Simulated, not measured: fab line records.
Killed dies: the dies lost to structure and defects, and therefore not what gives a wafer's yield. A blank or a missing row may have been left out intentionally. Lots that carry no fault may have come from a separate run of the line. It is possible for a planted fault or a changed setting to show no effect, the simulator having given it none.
Which tool did it?    flow sky130    Sampling: 10 lots, 30 wafers, 5 of 708 route steps

== WHAT THE GAUGES READ, wafer by wafer ==
SKY_VIA2_RS_MEAS_22: the measuring method here is four-point-probe.
lot   measured      on             VIA2_W_RS (ohm/sq)
L986  day 37 12:07  film metro-01  0.274 0.280 0.278
L987  day 37 14:17  film metro-02  0.283 0.261 0.262
L988  day 37 17:22  film metro-01  0.275 0.275 0.279
L994  day 39 13:40  film metro-03  0.282 0.264 0.279
L997  day 40 04:23  film metro-03  0.270 0.271 0.273
L999  day 41 10:31  film metro-02  0.278 0.279 0.263
L104  day 43 07:07  film metro-01  0.272 0.272 0.270
L107  day 43 11:29  film metro-03  0.272 0.276 0.274
L106  day 43 12:23  film metro-02  0.180 0.187 0.179
L109  day 43 23:46  film metro-03  0.187 0.187 0.188

SKY_VIA2_THK_MEAS_23: measures by xrf.
lot   measured      on             VIA2_W_THK (nm)
L986  day 37 12:14  film metro-01  401 395 396
L987  day 37 14:24  film metro-02  394 427 422
L988  day 37 17:29  film metro-01  401 400 394
L994  day 39 13:47  film metro-03  393 418 394
L997  day 40 04:31  film metro-03  409 408 402
L999  day 41 10:38  film metro-02  403 403 425
L104  day 43 07:14  film metro-01  407 403 407
L107  day 43 11:37  film metro-03  408 401 404
L106  day 43 12:29  film metro-02  - - -
L109  day 43 23:53  film metro-03  - - 566

SKY_METAL4_OVL_MEAS_14.
lot   measured      on          METAL4_OVL (nm)
L986  day 42 22:46  overlay-01  0 0 5
L987  day 43 00:31  overlay-02  9 4 5
L988  day 43 03:26  overlay-01  -9 -2 -8
L994  day 44 19:17  overlay-02  0 -3 -5
L997  day 45 07:40  overlay-01  -4 1 5
L999  day 46 11:44  overlay-02  4 10 11
L104  day 48 01:28  overlay-02  1 0 5
L107  day 48 05:19  overlay-01  4 -5 0
L106  day 48 07:37  overlay-02  8 5 13
L109  day 48 17:10  overlay-01  4 6 1

== TOOL THAT RAN EACH LOT (tool first, then ch and the chambers of the sampled wafers, then the start) ==
lot   SKY_VIA2_CVD_21                SKY_VIA2_CMP_24
L986  cvd w-02 ch 0, day 37 11:59    cmp-01 ch 2,3, day 37 12:17
L987  cvd w-02 ch 0,1, day 37 14:09  cmp-02 ch 1,2,3, day 37 14:28
L988  cvd w-01 ch 0,1, day 37 17:14  cmp-01 ch 0,3, day 37 17:33
L994  cvd w-02 ch 0,1, day 39 13:32  cmp-02 ch 0,2,3, day 39 13:53
L997  cvd w-01 ch 0,1, day 40 04:16  cmp-01 ch 0,3, day 40 04:34
L999  cvd w-02 ch 0,1, day 41 10:23  cmp-02 ch 0,1,2, day 41 10:42
L104  cvd w-01 ch 0,1, day 43 06:59  cmp-02 ch 2,3, day 43 07:17
L107  cvd w-01 ch 0,1, day 43 11:22  cmp-01 ch 0,2, day 43 11:40
L106  cvd w-02 ch 0,1, day 43 12:14  cmp-02 ch 0,2, day 43 12:41
L109  cvd w-02 ch 0, day 43 23:31    cmp-01 ch 0,1, day 43 23:57
- SKY_VIA2_CVD_21: deposits W, target thk 420 nm, time 126.4 s.
- SKY_VIA2_CMP_24: polishes, stops on SiO2, t overpolish 20 s, target thk 0 nm.

== WHAT THE TOOLS THEMSELVES READ (means of the sampled wafers that have a number; where no wafer has one, the mark that the record gives instead) ==
SKY_VIA2_CVD_21.
lot   tool      heater power w (W)  susceptor temp C (C)
L986  cvd w-02  796                 400.02
L987  cvd w-02  766                 400.16
L988  cvd w-01  837                 400.19
L994  cvd w-02  794                 400.19
L997  cvd w-01  823                 399.81
L999  cvd w-02  790                 400.10
L104  cvd w-01  835                 399.98
L107  cvd w-01  825                 399.92
L106  cvd w-02  888                 422.33
L109  cvd w-02  914                 422.24

SKY_VIA2_CMP_24.
lot   tool    motor current A (A)  time to endpoint s (s)
L986  cmp-01  13.8                 101
L987  cmp-02  11.2                 101
L988  cmp-01  12.9                 102
L994  cmp-02  10.8                 97
L997  cmp-01  13.7                 108
L999  cmp-02  11.4                 97
L104  cmp-02  12.1                 99
L107  cmp-01  12.3                 104
L106  cmp-02  11.2                 145
L109  cmp-01  12.0                 151

== THE ANSWER, worked out from the rows above alone ==
Rule: what is usual is taken from the lots themselves. Put in order of their means at a reading, lots are off if they are a third of the lots or fewer, leave a main group of 4 or more, and stand apart from it by a gap of 3 or more times the standard deviation of the main group's means; of several such gaps the widest counts. A main group whose means are all the same, to the digits that the tables above print for the reading, isn't used. A lot without any number at a reading at which 4 lots or more have one is off too. Where the step has rows for the other lots, those lots are counted as sound. Order of review: gauges by route order, followed by the tools' own readings, for which a lot's mean as printed above is used. At the first step where some lot is off, the reading lying furthest off is the one used; lots without a number count as furthest.
Off: L106, L109, at SKY_VIA2_RS_MEAS_22 (VIA2_W_RS). The main group: mean 0.273 ohm/sq, standard deviation 0.0027.
A tool fits if, at a process step before that reading, it ran every lot that is off, and no sound lot after the first of them. Not tried: the gauges at SKY_VIA2_RS_MEAS_22; whatever is off there is also off at SKY_VIA2_CVD_21, on other tools, and gauge error can't account for it. One fits: SKY_VIA2_CVD_21 on cvd w-02. Its last sound lot is L999 (day 41 10:23), its first lot that is off L106 (day 43 12:14): a fault that began between those two fits.
The tool's own readings at SKY_VIA2_CVD_21 bear it out: on the lots that are off they differ by more than 5 times the standard deviation of the sound lots' means. susceptor temp C reads 422.28 C there against 400.05 C on the sound lots.

== WHAT THE SIMULATOR PUT IN ==
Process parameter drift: cvd w-02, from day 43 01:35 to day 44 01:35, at SKY_VIA2_CVD_21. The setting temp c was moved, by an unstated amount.
Shown lots that were struck: L106, L109. The rule above found the same.
